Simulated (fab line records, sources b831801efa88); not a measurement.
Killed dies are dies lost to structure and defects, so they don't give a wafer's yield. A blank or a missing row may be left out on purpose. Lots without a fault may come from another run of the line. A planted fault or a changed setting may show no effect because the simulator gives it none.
A struck lot beside a sound one | flow sky130 | 15 steps out of a route of 708
Sound: wafers L168.1, L168.3, L168.5. Struck: wafers L173.2, L173.3, L173.5. The cause comes at the end.
At each step with rows: each side's tool, then ch and its chambers, then its first start. Under that, the readings that differ: sound wafers | struck wafers | difference of the means | sigmas: that difference in standard deviations of wafers without a fault.
alike: readings whose means differ by less than 2 such deviations, and words and numbers that are the same on both sides. not compared: withheld readings, readings that some wafer has no value for, bounds like >300 that may hide the same value, and numbers for which the record gives no deviation and whose values overlap.
The two part at a step that has a row with sigmas, a row that says differs or no value, or rows on one side only. Numbers that don't overlap but have no deviation are shown without sigmas and don't part them. A reading that every wafer of one side lacks parts them only if that side has two wafers or more.

first, 2 steps without rows for these wafers: SKY_METAL2_CLEAN_23 (cleans in O3/DIW); SKY_VIA2_HDPCVD_00 (deposits SiO2, target thk 1180 nm, time 196.7 s).
SKY_VIA2_THK_MEAS_01:
  sound on film_metro-03, day 37 22:37; struck on film_metro-02, day 39 06:34
  alike: VIA2_HDPCVD_THK
SKY_VIA2_CMP_02: polishes SiO2.
  sound on cmp-02 ch 1,3, day 37 22:43; struck on cmp-01 ch 0,2,3, day 39 06:44
  alike: motor_current_A, platen_rpm, slurry_filter_dp_kPa
SKY_VIA2_BOW_MEAS_03:
  sound on film_metro-03, day 37 22:58; struck on film_metro-01, day 39 07:01
  alike: VIA2_BOW
then, 7 steps without rows for these wafers: SKY_VIA2_DEHYDRATE_04 (time 60 s); SKY_VIA2_HMDS_05 (prime time 60 s); SKY_VIA2_COAT_06 (resist thk 60 nm); SKY_VIA2_COAT_07 (resist thk 450 nm); SKY_VIA2_SOFTBAKE_08 (time 90 s); SKY_VIA2_EXPOSE_09 (exposes mask VIM2, target cd 200 nm); SKY_VIA2_PEB_10.
SKY_VIA2_DEVELOP_11: develop time 57.96 s.
  sound on litho_track-01 ch 0, day 39 00:00; struck on litho_track-01 ch 0, day 40 07:00
  reading              | sound             | struck            | difference | sigmas
  developer_temp_C (C) | 21.05 21.25 21.22 | 21.58 21.53 21.55 | +0.38      | +3
  alike: exhaust_pa
SKY_VIA2_CD_MEAS_12: target cd 200 nm.
  sound on cd_sem-02, day 39 00:29; struck on cd_sem-01, day 40 07:55
  alike: cd_nm
-- the record jumps here: 9 days lie between the struck wafers' starts before and after (it left off in module VIA2 and takes up again in module PAD_OPEN, whose first step shown is number 708 of the route) --
SKY_PAD_OPEN_PROBE_99:
  sound on prober-02, day 48 02:05; struck on prober-02, day 48 23:02
  reading         | sound | struck | difference | sigmas
  killed_at_other | 1 1 2 | 0 0 0  | -1         | -2
  alike: defect_limited_yield, killed_at_M0_to_M3, killed_at_M4_up, killed_at_contacts, killed_at_front_end, killed_dies, killed_open, killed_short, sort_bin_3_pad_short, sort_bin_5_function, sort_bin_6_memory, sort_n_pass, sort_yield_pct

WHERE THEY PART
First at SKY_VIA2_DEVELOP_11; last, within this record, at SKY_PAD_OPEN_PROBE_99.

WHY: what the simulator had put in
Process parameter drift: litho_track-01, from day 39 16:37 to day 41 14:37, at SKY_VIA2_DEVELOP_11. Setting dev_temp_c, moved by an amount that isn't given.
